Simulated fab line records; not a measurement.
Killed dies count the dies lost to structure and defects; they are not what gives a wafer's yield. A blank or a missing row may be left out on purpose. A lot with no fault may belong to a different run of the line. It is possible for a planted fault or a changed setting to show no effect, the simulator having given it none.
Which of the tools did it?	flow sky130	11 lots with 32 wafers sampled at 6 steps, on a route of 708 steps

## WHAT EACH GAUGE READ, for each wafer
SKY_SD_N_RS_MEAS_18: a four-point-probe measurement.
lot	measured	on	RES_XHIGH_RS (ohm/sq)
L485	day 28 20:24	filmMetro-04	335.9 335.8 335.0
L487	day 29 12:46	filmMetro-04	336.3 335.2 336.8
L486	day 29 13:58	filmMetro-04	334.7 334.0 334.3
L490	day 30 14:10	filmMetro-02	331.9 332.2 332.1
L492	day 30 19:49	filmMetro-04	333.0 332.7 333.3
L493	day 31 07:28	filmMetro-04	334.8 334.8 333.8
L494	day 31 16:56	filmMetro-02	333.8 332.8 334.0
L497	day 32 14:01	filmMetro-03	333.0 332.6 332.9
L498	day 32 18:02	filmMetro-02	331.3 331.9
L505	day 34 18:58	filmMetro-02	333.2 333.8 332.9
L506	day 35 02:04	filmMetro-02	332.8 333.3 332.7

SKY_CONTACT_THK_MEAS_01.
lot	measured	on	CONTACT_CVD_00_THK (nm)
L485	day 31 06:17	filmMetro-02	74.4 75.6 75.4
L487	day 31 23:46	filmMetro-02	73.9 73.8 75.2
L486	day 32 00:19	filmMetro-01	73.8 75.7 75.6
L490	day 32 22:55	filmMetro-04	75.1 75.1 75.4
L492	day 33 05:24	filmMetro-01	73.6 75.3 74.9
L493	day 33 16:40	filmMetro-02	73.6 74.4 75.2
L494	day 34 01:24	filmMetro-02	74.4 75.7 74.9
L497	day 34 21:41	filmMetro-02	74.8 75.3 74.8
L498	day 35 02:50	filmMetro-04	74.7 73.9
L505	day 37 02:11	filmMetro-04	74.8 74.5 74.9
L506	day 37 09:25	filmMetro-04	74.0 73.2 76.0

SKY_VIA1_RS_MEAS_22: a four-point-probe measurement.
lot	measured	on	VIA1_W_RS (ohm/sq)
L485	day 34 18:56	filmMetro-03	0.435 0.425 0.422
L487	day 35 12:31	filmMetro-02	0.427 0.421 0.431
L486	day 35 13:14	filmMetro-03	0.435 0.428 0.431
L490	day 36 11:13	filmMetro-04	0.431 0.422 0.425
L492	day 36 16:56	filmMetro-04	0.419 0.424 0.422
L493	day 37 04:19	filmMetro-02	0.421 0.428 0.421
L494	day 37 13:27	filmMetro-03	0.421 0.424 0.318
L497	day 38 08:52	filmMetro-03	0.426 0.425 0.427
L498	day 38 14:26	filmMetro-03	0.320 0.425
L505	day 40 10:20	filmMetro-04	0.428 0.424 0.428
L506	day 40 16:19	filmMetro-02	0.427 0.426 0.425

SKY_VIA1_THK_MEAS_23: measures by xrf.
lot	measured	on	VIA1_W_THK (nm)
L485	day 34 19:02	filmMetro-03	266 272 274
L487	day 35 12:38	filmMetro-02	270 275 270
L486	day 35 13:22	filmMetro-03	265 269 268
L490	day 36 11:20	filmMetro-04	270 277 274
L492	day 36 17:04	filmMetro-04	278 275 277
L493	day 37 04:26	filmMetro-02	276 271 275
L494	day 37 13:34	filmMetro-03	275 273 362
L497	day 38 08:58	filmMetro-03	272 272 272
L498	day 38 14:33	filmMetro-03	363 272
L505	day 40 10:28	filmMetro-04	274 279 274
L506	day 40 16:26	filmMetro-02	271 271 270

## WHAT TOOL EACH LOT RAN ON (gives the tool, then ch and the chambers of the sampled wafers, and finally the start)
lot	SKY_METAL1_SPUTTER_04	SKY_VIA1_CVD_21
L485	pvdSputter-04, day 32 11:31	cvdW-01 ch 0,1, day 34 18:50
L487	pvdSputter-02, day 33 05:15	cvdW-02 ch 0,1, day 35 12:26
L486	pvdSputter-03, day 33 05:31	cvdW-02 ch 0,1, day 35 13:09
L490	pvdSputter-03, day 34 03:34	cvdW-01 ch 0,1, day 36 11:07
L492	pvdSputter-04, day 34 09:57	cvdW-01 ch 0,1, day 36 16:50
L493	pvdSputter-02, day 34 20:46	cvdW-01 ch 0,1, day 37 04:14
L494	pvdSputter-02, day 35 06:06	cvdW-01 ch 0,1, day 37 13:22
L497	pvdSputter-02, day 36 02:07	cvdW-02 ch 0,1, day 38 08:45
L498	pvdSputter-04, day 36 07:34	cvdW-01 ch 0,1, day 38 14:19
L505	pvdSputter-03, day 38 06:14	cvdW-02 ch 0,1, day 40 10:14
L506	pvdSputter-02, day 38 12:29	cvdW-02 ch 0,1, day 40 16:14
- SKY_METAL1_SPUTTER_04: material TiN, target thk 70 nm, time 58.3 s.
- SKY_VIA1_CVD_21: deposits W, target thk 270 nm, time 80.902 s.

## AS READ BY THE TOOLS THEMSELVES (means over the sampled wafers that have a number; for cases with no such wafer, the mark the record gives instead)
SKY_METAL1_SPUTTER_04.
lot	tool	throttleValvePct (%)
L485	pvdSputter-04	29.6
L487	pvdSputter-02	30.6
L486	pvdSputter-03	30.0
L490	pvdSputter-03	29.7
L492	pvdSputter-04	30.6
L493	pvdSputter-02	30.9
L494	pvdSputter-02	30.0
L497	pvdSputter-02	30.7
L498	pvdSputter-04	30.4
L505	pvdSputter-03	30.1
L506	pvdSputter-02	30.6

SKY_VIA1_CVD_21.
lot	tool	chamberPressureTorr (Torr)	heaterPowerW (W)
L485	cvdW-01	39.94	1092
L487	cvdW-02	39.96	898
L486	cvdW-02	40.05	896
L490	cvdW-01	39.99	1069
L492	cvdW-01	40.08	1099
L493	cvdW-01	40.07	1096
L494	cvdW-01	40.01	1094
L497	cvdW-02	39.95	899
L498	cvdW-01	40.05	1046
L505	cvdW-02	40.06	889
L506	cvdW-02	40.06	900

## THE ANSWER, worked out from the rows above alone
Rule: the usual values come from the lots themselves. Put in order of their means at a reading, lots are off if they are a third of the lots or fewer, leave a main group of 4 or more, and stand apart from it by a gap of 3 or more times the standard deviation of the main group's means; of several such gaps the widest counts. If all means in a main group match to the digits the tables above print for the reading, that group is not used. A lot without any number at a reading at which 4 lots or more have one is off too. The other lots that the step has rows for count as sound. After the gauges, taken in route order, come the tools' own readings; for these a lot's mean is taken, as printed above. The first step at which some lot is off is used, and at that step the reading that is off furthest; a lot without a number counts as furthest.
Off: L494, L498, at SKY_VIA1_RS_MEAS_22 (VIA1_W_RS). Main group: mean 0.426 ohm/sq, sd 0.0025.
A tool fits if, at a process step before that reading, it ran every lot that is off, and no sound lot after the first of them. The gauges at SKY_VIA1_RS_MEAS_22 are tried like those tools. One fits: cvdW-01 at SKY_VIA1_CVD_21. Its last sound lot is L493 (day 37 04:14), its first lot that is off L494 (day 37 13:22): a fault that began between those two fits.

## WHAT THE SIMULATOR HAD PUT IN
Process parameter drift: cvdW-01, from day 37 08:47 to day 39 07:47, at SKY_VIA1_CVD_21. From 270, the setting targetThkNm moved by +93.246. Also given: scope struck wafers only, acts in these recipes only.
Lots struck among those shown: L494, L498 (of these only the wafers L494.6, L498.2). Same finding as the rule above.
